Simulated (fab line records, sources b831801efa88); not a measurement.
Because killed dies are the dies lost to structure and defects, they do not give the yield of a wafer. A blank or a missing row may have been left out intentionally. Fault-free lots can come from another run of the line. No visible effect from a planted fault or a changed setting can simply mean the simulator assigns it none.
fab line records    flow sky130
record: lots: 14  wafers: 42  lastDay: 50
route steps=708 shown VT_ADJUST_LVTN@104 SONOS_TUNNEL@156 SONOS_ONO@173 PAD_OPEN@708
lots that met no fault: taken from a fault-free run of the same line
startH: start of the lot's first displayed wafer, in hours after the record's first day    waitH: hours since the lot's step before    " same as the row above    L1.1+2: a row that stands for several wafers    - no value present, or no start provided    * or withheld: withheld    < > ~ a bound
route shown NAME@n: NAME is a module with steps in the file, n the number in the route of the first one    usual: average and standard deviation across the fault-free wafers    same: alike in all rows    chamber/n: place in a boat    sites: readings site by site    _std_site: how widely they spread, as a standard deviation    _edge_site: inner sites' mean taken away from outer sites' mean    radiusMm: for every site, how far away it sits from the centre of the wafer    mask NAME#n: copy n    behind: the most recent tool/chamber to have shaped the wafer    hold: why the lot went on hold/how many hours it stayed there/how the hold came to an end    device: the n, p or np transistor that did not switch    end of line: the tests these same wafers got at the end of their route    a step without rows: its recipe alone    killed: dies lost to structure and defects at the first sort, not the wafer's yield    map: a wafer's dies, x killed, . not, _ none there
set.NAME: the run value of the setting; set.NAME@STEP: its run value at that earlier step    model.NAME: the simulator's own value behind a step, which no gauge read
one table for each step of the route and one row for each wafer, over a sample of lots
services: when a tool's chamber went out of use (startH, in hours from the record's first day, below 0 if earlier), for how many hours, and the reason
== steps ==
step: SKY_VT_ADJUST_LVTN_OVL_MEAS_07
usual: VT_ADJUST_LVTN_OVL: 1.3/1.4
lot.wafer  tool        chamber  startH  waitH  VT_ADJUST_LVTN_OVL[nm]
L177.2     overlay-01  -        144.90  -      -0.8
L177.3     "           -        "       "      1.6
L177.5     "           -        "       "      0.5
L178.2     overlay-02  -        150.07  -      0.5
L178.3     "           -        "       "      -0.8
L178.6     "           -        "       "      -0.4
L179.3     overlay-02  -        182.63  -      -0.3
L179.4     "           -        "       "      2.6
L179.5     "           -        "       "      3.4
L181.2     overlay-01  -        190.10  -      2.8
L181.4     "           -        "       "      2.4
L181.6     "           -        "       "      1.6
L180.4     overlay-01  -        191.44  -      2.9
L180.5     "           -        "       "      0.4
L180.6     "           -        "       "      3.1
L185.3     overlay-01  -        208.48  -      -0.6
L185.4     "           -        "       "      -0.2
L185.5     "           -        "       "      2.9
L188.1     overlay-01  -        223.65  -      1.0
L188.2     "           -        "       "      0.9
L188.6     "           -        "       "      3.3
L187.1     overlay-02  -        224.76  -      3.2
L187.5     "           -        "       "      4.8
L187.6     "           -        "       "      2.4
L190.1     overlay-01  -        233.96  -      0.8
L190.3     "           -        "       "      -0.7
L190.4     "           -        "       "      -0.6
L191.1     overlay-02  -        244.20  -      2.2
L191.5     "           -        "       "      1.4
L191.6     "           -        "       "      3.2
L192.1     overlay-01  -        245.67  -      -0.6
L192.2     "           -        "       "      -3.1
L192.6     "           -        "       "      1.1
L195.1     overlay-02  -        261.35  -      1.7
L195.3     "           -        "       "      5.2
L195.4     "           -        "       "      1.3
L198.1     overlay-02  -        286.10  -      1.5
L198.4     "           -        "       "      2.0
L198.6     "           -        "       "      1.7
L199.1     overlay-02  -        291.42  -      0.9
L199.2     "           -        "       "      -0.6
L199.3     "           -        "       "      -0.7
step: SKY_VT_ADJUST_LVTN_STRIP_20
recipe: chemistry: O2/N2  powerW: 1400  pressureMtorr: 1500  platenTempC: withheld  o2FlowSccm: 3000  n2FlowSccm: 300  overashFraction: 0.5
usual: drypumpMotorCurrentA: 5.5/0.53  oesProductAu: 0.715/0.0046  stripTimeToEndpointS: 14.21/0.041
lot.wafer  tool            chamber  startH  waitH  drypumpMotorCurrentA  oesProductAu  rfHoursCounterH  stripTimeToEndpointS
L177.2     plasmaAsher-02  0        163.36  0.1    5.9                   0.709         35               14.20
L177.3     "               1        "       "      6.4                   0.718         -                14.14
L177.5     "               1        "       "      6.4                   0.716         -                14.19
L178.2     plasmaAsher-02  0        168.93  0.1    5.8                   0.715         35               14.17
L178.3     "               1        "       "      6.4                   0.711         -                14.15
L178.6     "               0        "       "      5.8                   0.722         -                14.17
L179.3     plasmaAsher-03  1        203.73  0.1    4.9                   0.717         -                14.22
L179.4     "               0        "       "      4.9                   0.714         -                14.15
L179.5     "               0        "       "      4.9                   0.712         -                14.17
L181.2     plasmaAsher-03  0        212.55  0.1    4.9                   0.712         9                14.18
L181.4     "               1        "       "      4.9                   0.712         -                14.23
L181.6     "               1        "       "      4.9                   0.711         -                14.25
L180.4     plasmaAsher-03  0        214.18  0.1    4.9                   0.717         -                14.25
L180.5     "               0        "       "      4.9                   0.708         -                14.20
L180.6     "               1        "       "      4.9                   0.704         -                14.21
L185.3     plasmaAsher-04  0        231.88  0.1    5.7                   0.716         -                14.24
L185.4     "               1        "       "      5.2                   0.718         -                14.25
L185.5     "               0        "       "      5.7                   0.714         -                14.20
L188.1     plasmaAsher-04  0        246.23  0.1    5.7                   0.706         54               14.30
L188.2     "               1        "       "      5.2                   0.715         54               14.29
L188.6     "               0        "       "      5.7                   0.717         -                14.28
L187.1     plasmaAsher-03  1        247.43  0.1    4.9                   0.709         13               14.15
L187.5     "               1        "       "      4.9                   0.714         -                14.18
L187.6     "               0        "       "      4.9                   0.713         -                14.18
L190.1     plasmaAsher-04  1        257.50  0.1    5.2                   0.716         55               14.20
L190.3     "               1        "       "      5.2                   0.712         -                14.19
L190.4     "               0        "       "      5.7                   0.713         -                14.20
L191.1     plasmaAsher-04  1        268.68  0.1    5.2                   0.718         56               14.24
L191.5     "               0        "       "      5.7                   0.710         -                14.25
L191.6     "               1        "       "      5.2                   0.717         -                14.24
L192.1     plasmaAsher-04  1        269.58  0.1    5.2                   0.711         56               14.19
L192.2     "               0        "       "      5.7                   0.722         56               14.22
L192.6     "               0        "       "      5.7                   0.718         -                14.22
L195.1     plasmaAsher-03  1        285.81  0.1    4.9                   0.710         15               14.17
L195.3     "               0        "       "      4.9                   0.722         -                14.17
L195.4     "               1        "       "      4.9                   0.712         -                14.19
L198.1     plasmaAsher-02  1        312.30  0.1    6.4                   0.705         51               14.23
L198.4     "               0        "       "      5.8                   0.716         -                14.21
L198.6     "               1        "       "      6.4                   0.715         -                14.21
L199.1     plasmaAsher-02  1        317.83  0.1    6.4                   0.714         51               14.22
L199.2     "               0        "       "      5.9                   0.717         51               14.19
L199.3     "               0        "       "      5.9                   0.710         -                14.20
step: SKY_SONOS_TUNNEL_COAT_02
recipe: resist: NOVOLAK  spinRpm: 3000  resistThkNm: 1140
usual: spinSpeedRpm: 2999.8/2.4
lot.wafer  tool           chamber  startH  waitH  spinSpeedRpm
L177.2     lithoTrack-01  0        238.89  0.1    2997.5
L177.3     "              0        "       "      3002.8
L177.5     "              0        "       "      3000.9
L178.2     lithoTrack-01  0        246.64  0.1    3001.2
L178.3     "              0        "       "      3001.8
L178.6     "              0        "       "      3002.1
L179.3     lithoTrack-03  0        285.26  0.1    2998.4
L179.4     "              0        "       "      3001.0
L179.5     "              0        "       "      2997.3
L181.2     lithoTrack-03  0        295.54  0.1    3001.4
L181.4     "              0        "       "      3001.3
L181.6     "              0        "       "      3001.5
L180.4     lithoTrack-02  0        298.52  0.1    2999.9
L180.5     "              0        "       "      2996.6
L180.6     "              0        "       "      3000.4
L185.3     lithoTrack-03  0        317.71  0.1    3007.9
L185.4     "              0        "       "      3004.6
L185.5     "              0        "       "      3003.5
L188.1     lithoTrack-03  0        333.96  0.1    2996.8
L188.2     "              0        "       "      3000.7
L188.6     "              0        "       "      3001.4
L187.1     lithoTrack-02  0        336.30  0.1    3000.6
L187.5     "              0        "       "      2999.8
L187.6     "              0        "       "      3000.3
L190.1     lithoTrack-03  0        346.11  0.1    3122.4
L190.3     "              0        "       "      3121.2
L190.4     "              0        "       "      3128.3
L191.1     lithoTrack-03  0        359.11  0.1    3118.8
L191.5     "              0        "       "      3117.3
L191.6     "              0        "       "      3120.7
L192.1     lithoTrack-03  0        360.66  0.1    3122.1
L192.2     "              0        "       "      3121.8
L192.6     "              0        "       "      3126.8
L195.1     lithoTrack-01  0        379.22  0.1    2998.3
L195.3     "              0        "       "      2995.7
L195.4     "              0        "       "      2998.8
L198.1     lithoTrack-02  0        408.70  0.1    2995.4
L198.4     "              0        "       "      2995.8
L198.6     "              0        "       "      2997.2
L199.1     lithoTrack-02  0        414.85  0.1    2999.2
L199.2     "              0        "       "      2998.0
L199.3     "              0        "       "      2998.8
step: SKY_SONOS_ONO_THK_MEAS_05
recipe: reads: SiO2_of_SONOS_ONO_CVD_04
usual: SONOS_ONO_CVD_04_THK: 5.66/0.1
lot.wafer  tool          chamber  startH  waitH  SONOS_ONO_CVD_04_THK[nm]
L177.2     filmMetro-04  -        256.56  0.0    5.66
L177.3     "             -        "       "      5.58
L177.5     "             -        "       "      5.67
L178.2     filmMetro-01  -        265.93  0.0    5.65
L178.3     "             -        "       "      5.74
L178.6     "             -        "       "      5.66
L179.3     filmMetro-01  -        303.95  0.0    5.67
L179.4     "             -        "       "      5.82
L179.5     "             -        "       "      5.66
L181.2     filmMetro-01  -        314.01  0.0    5.79
L181.4     "             -        "       "      5.61
L181.6     "             -        "       "      5.74
L180.4     filmMetro-01  -        318.75  0.0    5.59
L180.5     "             -        "       "      5.57
L180.6     "             -        "       "      5.63
L185.3     filmMetro-04  -        337.64  0.0    5.62
L185.4     "             -        "       "      5.80
L185.5     "             -        "       "      5.61
L188.1     filmMetro-04  -        355.40  0.0    5.43
L188.2     "             -        "       "      5.51
L188.6     "             -        "       "      5.52
L187.1     filmMetro-04  -        358.23  0.0    5.71
L187.5     "             -        "       "      5.64
L187.6     "             -        "       "      5.68
L190.1     filmMetro-03  -        366.85  0.0    5.60
L190.3     "             -        "       "      5.61
L190.4     "             -        "       "      5.69
L191.1     filmMetro-03  -        377.10  0.0    5.59
L191.5     "             -        "       "      5.66
L191.6     "             -        "       "      5.58
L192.1     filmMetro-01  -        381.20  0.0    5.70
L192.2     "             -        "       "      5.71
L192.6     "             -        "       "      5.64
L195.1     filmMetro-03  -        403.34  0.0    5.70
L195.3     "             -        "       "      5.73
L195.4     "             -        "       "      5.62
L198.1     filmMetro-01  -        430.05  0.0    5.95
L198.4     "             -        "       "      5.87
L198.6     "             -        "       "      5.96
L199.1     filmMetro-01  -        436.78  0.0    5.79
L199.2     "             -        "       "      5.84
L199.3     "             -        "       "      5.77
step: SKY_PAD_OPEN_PROBE_99
usual: killed_at_M0_to_M3: 44/7.2  killed_at_M4_up: 3.2/1.8  killedAtContacts: 24/5.4  killedAtFrontEnd: 15/4  killedAtOther: 0.3/0.56  killedDies: 87/9.2  killedOpen: 47/7.3  killedShort: 39/5.7
same: grossDies: 492  killedAtBackSide: 0
lot.wafer  tool       chamber  startH   waitH  killed_at_M0_to_M3  killed_at_M4_up  killedAtContacts  killedAtFrontEnd  killedAtOther  killedDies  killedOpen  killedShort
L180.4     prober-01  -        1122.06  0.2    64                  4                25                12                0              105         54          50
L180.5     prober-01  -        1122.11  0.2    46                  6                28                16                0              96          49          47
L180.6     prober-01  -        1122.16  0.2    57                  5                20                18                0              100         55          45
L188.1     prober-01  -        1147.57  0.1    37                  5                26                15                0              83          48          34
L188.2     prober-01  -        1147.62  0.1    53                  3                34                17                0              107         63          41
L188.6     prober-01  -        1147.82  0.2    36                  3                17                17                0              73          33          40
L187.1     prober-02  -        1152.16  0.1    47                  2                41                12                0              102         57          45
L187.5     prober-02  -        1152.36  0.2    52                  2                25                9                 2              90          46          43
L187.6     prober-02  -        1152.41  0.2    43                  4                20                17                0              84          44          40
L190.1     prober-02  -        1158.57  0.1    56                  2                30                15                1              104         51          53
L190.3     prober-02  -        1158.67  0.2    37                  5                29                18                0              89          39          50
L190.4     prober-02  -        1158.72  0.2    41                  1                23                18                0              83          40          43
L191.1     prober-01  -        1161.29  0.1    40                  3                22                14                2              81          46          33
L191.5     prober-01  -        1161.49  0.2    41                  4                27                21                0              93          45          48
L191.6     prober-01  -        1161.54  0.2    48                  3                28                17                2              98          54          42
L192.1     prober-02  -        1167.89  0.1    36                  4                22                16                1              79          41          36
L192.2     prober-02  -        1167.94  0.1    33                  2                30                13                0              78          37          41
L192.6     prober-02  -        1168.14  0.2    47                  10               30                9                 0              96          57          39
killed by level:class
L180.4 METAL1:geometricParticle:short=11 CONTACT:geometricParticle:open=10 VIA2:geometricParticle:open=9 VIA1:geometricParticle:open=8 VIA3:geometricParticle:open=8 LI_CONTACT:geometricParticle:open=7 METAL1:geometricParticle:open=7 VIA3:geometricParticle:short=7
L180.5 CONTACT:geometricParticle:open=11 VIA1:geometricParticle:open=8 LI_CONTACT:geometricParticle:open=7 METAL2:geometricParticle:short=7 METAL1:geometricParticle:short=5 VIA2:geometricParticle:open=5 METAL4:geometricParticle:short=5 VIA1:geometricParticle:short=4
L180.6 VIA2:geometricParticle:open=11 METAL1:geometricParticle:short=9 VIA1:geometricParticle:open=8 VIA3:geometricParticle:open=8 FIELD_ISO:geometricParticle:short=7 LI_CONTACT:geometricParticle:open=6 CONTACT:geometricParticle:open=6 VIA1:geometricParticle:short=5
L188.1 VIA3:geometricParticle:open=10 CONTACT:geometricParticle:open=8 VIA2:geometricParticle:open=8 LI_CONTACT:geometricParticle:short=6 LI_CONTACT:geometricParticle:open=4 CONTACT:geometricParticle:short=4 METAL1:geometricParticle:short=4 VIA1:geometricParticle:open=4
L188.2 VIA1:geometricParticle:open=18 LI_CONTACT:geometricParticle:open=9 CONTACT:geometricParticle:open=9 FIELD_ISO:geometricParticle:short=7 VIA3:geometricParticle:open=7 LOCAL_INTERCONNECT:geometricParticle:short=6 POLY_GATE:geometricParticle:open=5 VIA1:geometricParticle:short=5
L188.6 VIA1:geometricParticle:open=10 VIA1:geometricParticle:short=7 CONTACT:geometricParticle:open=6 FIELD_ISO:geometricParticle:open=5 FIELD_ISO:geometricParticle:short=4 CONTACT:geometricParticle:short=4 METAL3:geometricParticle:short=4 VIA3:geometricParticle:open=4
L187.1 CONTACT:geometricParticle:open=20 LI_CONTACT:geometricParticle:open=10 VIA2:geometricParticle:short=8 VIA1:geometricParticle:open=7 VIA2:geometricParticle:open=7 CONTACT:geometricParticle:short=6 METAL1:geometricParticle:short=6 METAL3:geometricParticle:short=6
L187.5 CONTACT:geometricParticle:open=11 VIA2:geometricParticle:open=11 LI_CONTACT:geometricParticle:open=8 METAL3:geometricParticle:short=8 VIA1:geometricParticle:open=7 VIA2:geometricParticle:short=7 METAL1:geometricParticle:short=5 POLY_GATE:geometricParticle:open=3
L187.6 VIA2:geometricParticle:open=8 VIA3:geometricParticle:open=8 VIA1:geometricParticle:open=7 METAL2:geometricParticle:short=6 LOCAL_INTERCONNECT:geometricParticle:short=6 CONTACT:geometricParticle:open=6 CONTACT:geometricParticle:short=5 VIA1:geometricParticle:short=5
L190.1 VIA1:geometricParticle:open=14 CONTACT:geometricParticle:open=9 VIA1:geometricParticle:short=9 LOCAL_INTERCONNECT:geometricParticle:short=8 VIA3:geometricParticle:open=7 METAL1:geometricParticle:short=6 VIA3:geometricParticle:short=6 METAL2:geometricParticle:short=5
L190.3 CONTACT:geometricParticle:short=11 FIELD_ISO:geometricParticle:short=8 VIA2:geometricParticle:open=7 CONTACT:geometricParticle:open=7 METAL1:geometricParticle:short=7 VIA1:geometricParticle:open=6 POLY_GATE:geometricParticle:short=4 LI_CONTACT:geometricParticle:open=4
L190.4 VIA1:geometricParticle:open=11 METAL2:geometricParticle:short=8 LI_CONTACT:geometricParticle:open=8 CONTACT:geometricParticle:open=6 POLY_GATE:geometricParticle:short=5 VIA1:geometricParticle:short=4 FIELD_ISO:geometricParticle:short=4 POLY_GATE:geometricParticle:open=4
L191.1 VIA1:geometricParticle:open=13 CONTACT:geometricParticle:open=8 METAL2:geometricParticle:short=6 CONTACT:geometricParticle:short=5 VIA2:geometricParticle:open=5 POLY_GATE:geometricParticle:open=4 LI_CONTACT:geometricParticle:open=4 VIA3:geometricParticle:open=4
L191.5 VIA1:geometricParticle:open=11 CONTACT:geometricParticle:open=9 POLY_GATE:geometricParticle:short=8 LI_CONTACT:geometricParticle:open=6 METAL1:geometricParticle:short=6 FIELD_ISO:geometricParticle:short=5 FIELD_ISO:geometricParticle:open=5 VIA1:geometricParticle:short=5
L191.6 VIA1:geometricParticle:open=13 CONTACT:geometricParticle:open=9 VIA3:geometricParticle:open=9 CONTACT:geometricParticle:short=7 LOCAL_INTERCONNECT:geometricParticle:short=6 VIA2:geometricParticle:open=6 LI_CONTACT:geometricParticle:open=5 METAL3:geometricParticle:short=5
L192.1 VIA1:geometricParticle:open=14 LI_CONTACT:geometricParticle:open=6 VIA3:geometricParticle:short=6 CONTACT:geometricParticle:short=5 CONTACT:geometricParticle:open=5 FIELD_ISO:geometricParticle:open=4 FIELD_ISO:geometricParticle:short=4 METAL2:geometricParticle:short=4
L192.2 CONTACT:geometricParticle:open=8 VIA1:geometricParticle:open=8 CONTACT:geometricParticle:short=8 METAL1:geometricParticle:short=7 LI_CONTACT:geometricParticle:open=6 VIA2:geometricParticle:open=5 LI_CONTACT:geometricParticle:short=4 METAL2:geometricParticle:short=4
L192.6 CONTACT:geometricParticle:open=14 VIA1:geometricParticle:open=12 LI_CONTACT:geometricParticle:open=10 VIA1:geometricParticle:short=8 FIELD_ISO:geometricParticle:short=6 METAL4:geometricParticle:short=5 VIA3:geometricParticle:short=4 VIA3:geometricParticle:open=4
== services ==
tool            chamber  startH  hours  kind
plasmaAsher-04  -        143.85  6.0    repair
plasmaAsher-02  -        184.35  0.9    repair
plasmaAsher-03  -        239.85  1.7    repair
lithoTrack-01   -        258.85  -      consumableReplace:filter
plasmaAsher-03  -        262.27  14.6   pm
plasmaAsher-04  -        301.40  1.2    repair
plasmaAsher-03  -        304.46  11.6   repair
plasmaAsher-02  -        387.77  0.6    repair
plasmaAsher-03  -        392.11  6.1    repair
== key ==
firstSign: step: SKY_SONOS_TUNNEL_COAT_02  reading: spinSpeedRpm  direction: up  sigmas: 51  usual: 2999.8  struck: 3122.2
effect none on later readings
metAt SKY_SONOS_TUNNEL_COAT_02
struckLots L190,L191,L192
testerLeftOut L190,L191,L192
notActingAt SKY_VT_ADJUST_LVTN_OVL_MEAS_07,SKY_VT_ADJUST_LVTN_STRIP_20,SKY_SONOS_ONO_THK_MEAS_05
onsetBetween 333.96 346.11
fault: kind: processParameterDrift  tool: lithoTrack-03  chamber: -  onsetH: 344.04  steps: SKY_SONOS_TUNNEL_COAT_02  channel: spinRpm  offset: 123.34  shape: step  endH: 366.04  actsIn: theseRecipesOnly  stated: 3000
testerLeftOut: of these lots the tester's yield and bins aren't shown, on N5 and GAA mostly nor the transistor test; their killed dies are dies lost to structure and defects alone, not to doping, threshold or leakage, so they don't give the yield
